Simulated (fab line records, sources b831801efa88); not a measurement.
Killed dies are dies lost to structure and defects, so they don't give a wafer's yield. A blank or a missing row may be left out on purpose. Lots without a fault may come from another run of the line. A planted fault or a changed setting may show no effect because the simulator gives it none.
Which tool did it? | flow gf180mcu | 14 lots, 42 wafers sampled, at 4 steps of a route of 602

WHAT THE GAUGES READ, wafer by wafer
GF_STI_THK_MEAS_22.
lot  | measured    | on            | STI_OXIDATION_01_THK (nm)
L341 | day 2 03:50 | film_metro-02 | 15.11 15.19 15.15
L343 | day 2 13:53 | film_metro-03 | 14.81 15.15 14.78
L344 | day 2 19:08 | film_metro-04 | 15.18 14.93 15.17
L345 | day 3 00:57 | film_metro-04 | 14.62 14.71 14.77
L346 | day 3 04:49 | film_metro-03 | 15.22 14.85 14.98
L348 | day 3 17:11 | film_metro-02 | 15.39 15.46 15.38
L349 | day 3 21:03 | film_metro-04 | 14.63 14.72 14.57
L350 | day 4 01:29 | film_metro-02 | 14.76 14.90 14.90
L354 | day 5 00:01 | film_metro-03 | 14.87 15.19 15.16
L355 | day 5 03:26 | film_metro-03 | 15.50 15.27 15.27
L356 | day 5 08:47 | film_metro-02 | 15.16 15.38 15.17
L361 | day 6 12:30 | film_metro-04 | 15.21 15.00 15.07
L362 | day 6 16:07 | film_metro-04 | 14.73 14.68 14.71
L364 | day 7 05:38 | film_metro-02 | 14.43 14.51 14.07

GF_STI_THK_MEAS_24.
lot  | measured    | on            | STI_CVD_23_THK (nm)
L341 | day 2 03:58 | film_metro-03 | 659 657 646
L343 | day 2 14:03 | film_metro-02 | 647 662 650
L344 | day 2 19:19 | film_metro-04 | 642 646 640
L345 | day 3 01:05 | film_metro-03 | 656 654 655
L346 | day 3 04:58 | film_metro-04 | 650 648 641
L348 | day 3 17:19 | film_metro-03 | 660 664 651
L349 | day 3 21:11 | film_metro-03 | 645 645 657
L350 | day 4 01:37 | film_metro-04 | 657 658 670
L354 | day 5 00:09 | film_metro-04 | 662 670 654
L355 | day 5 03:34 | film_metro-02 | 659 657 650
L356 | day 5 08:56 | film_metro-03 | 650 645 657
L361 | day 6 12:38 | film_metro-03 | 662 674 662
L362 | day 6 16:16 | film_metro-03 | 653 659 653
L364 | day 7 05:46 | film_metro-04 | 660 650 649

GF_LVPWELL_OVL_MEAS_07.
lot  | measured    | on         | LVPWELL_OVL (nm)
L341 | day 3 20:58 | overlay-01 | -1.1 -0.7 1.4
L343 | day 4 07:46 | overlay-01 | -1.1 1.2 -0.4
L344 | day 4 15:37 | overlay-01 | 0.6 -1.1 0.3
L345 | day 4 19:58 | overlay-02 | -0.6 1.9 0.8
L346 | day 5 00:52 | overlay-02 | 3.6 2.2 2.3
L348 | day 5 14:43 | overlay-01 | -0.1 -0.6 2.2
L349 | day 5 16:50 | overlay-02 | 1.7 1.2 2.8
L350 | day 5 23:16 | overlay-02 | -0.9 -1.1 -0.2
L354 | day 7 00:01 | overlay-01 | -0.2 -1.3 0.1
L361 | day 8 16:03 | overlay-01 | 0.6 0.9 0.7
L362 | day 8 18:55 | overlay-01 | 0.0 -0.4 0.2
L364 | day 9 12:32 | overlay-02 | -1.9 -1.3 -1.4

WHICH TOOL RAN EACH LOT (tool, then ch and the chambers of the sampled wafers, then the start)
lot  | GF_STI_CMP_25
L341 | cmp-02 ch 0,2, day 2 04:05
L343 | cmp-02 ch 1,2, day 2 14:09
L344 | cmp-02 ch 0,1,3, day 2 19:25
L345 | cmp-01 ch 0,2,3, day 3 01:09
L346 | cmp-02 ch 1,3, day 3 05:04
L348 | cmp-02 ch 0,2,3, day 3 17:40
L349 | cmp-01 ch 0,2,3, day 3 21:14
L350 | cmp-01 ch 1,3, day 4 01:43
L354 | cmp-01 ch 0,1, day 5 00:14
L355 | cmp-02 ch 0,3, day 5 03:37
L356 | cmp-02 ch 0,2,3, day 5 09:05
L361 | cmp-01 ch 0,1,3, day 6 12:50
L362 | cmp-01 ch 1,3, day 6 16:27
L364 | cmp-02 ch 1,2, day 7 05:49
- GF_STI_CMP_25: polishes, stops on Si3N4, t overpolish 33 s, target thk 524.6 nm.

WHAT THE TOOLS THEMSELVES READ (means of the sampled wafers that have a number; where no wafer has one, the mark that the record gives instead)
GF_STI_CMP_25.
lot  | tool   | edge_zone_pressure_frac | head_pressure_psi (psi) | motor_current_A (A) | overpolish_run_s (s) | time_to_endpoint_s (s)
L341 | cmp-02 | 0.999                   | 3.985                   | 12.0                | 32.996               | 123
L343 | cmp-02 | 0.993                   | 3.993                   | 11.6                | 33.007               | 123
L344 | cmp-02 | 0.997                   | 3.998                   | 12.6                | 32.998               | 123
L345 | cmp-01 | 1.003                   | 3.999                   | 12.2                | 33.005               | 122
L346 | cmp-02 | 1.000                   | 3.993                   | 12.0                | 33.000               | 129
L348 | cmp-02 | 1.004                   | 3.994                   | 12.4                | 32.990               | 134
L349 | cmp-01 | 1.000                   | 3.998                   | 12.6                | 32.999               | 121
L350 | cmp-01 | 0.999                   | 3.999                   | 12.4                | 33.001               | 123
L354 | cmp-01 | 0.997                   | 4.002                   | 11.9                | 32.997               | 121
L355 | cmp-02 | -                       | -                       | -                   | -                    | -
L356 | cmp-02 | -                       | -                       | -                   | -                    | -
L361 | cmp-01 | 1.001                   | 3.992                   | 12.1                | 33.003               | 120
L362 | cmp-01 | 1.001                   | 3.993                   | 12.0                | 32.991               | 118
L364 | cmp-02 | 0.999                   | 4.001                   | 11.5                | 33.005               | 134

THE ANSWER, worked out from the rows above alone
Rule: what is usual is taken from the lots themselves. Put in order of their means at a reading, lots are off if they are a third of the lots or fewer, leave a main group of 4 or more, and stand apart from it by a gap of 3 or more times the standard deviation of the main group's means; of several such gaps the widest counts. A main group whose means are all the same, to the digits that the tables above print for the reading, isn't used. A lot without any number at a reading at which 4 lots or more have one is off too. The other lots that the step has rows for count as sound. The gauges are gone through in route order, then the tools' own readings, and for those a lot's mean is taken as printed above. The first step at which some lot is off is used, and at that step the reading that is off furthest; a lot without a number counts as furthest.
Off: L355, L356, at GF_STI_CMP_25 (edge_zone_pressure_frac). Without a number there: L355, L356. The main group: mean 0.999, standard deviation 0.0028.
A tool fits if, at that step or a process step before it, it ran every lot that is off, and no sound lot after the first of them. None of those tried fits.

WHAT THE SIMULATOR HAD PUT IN
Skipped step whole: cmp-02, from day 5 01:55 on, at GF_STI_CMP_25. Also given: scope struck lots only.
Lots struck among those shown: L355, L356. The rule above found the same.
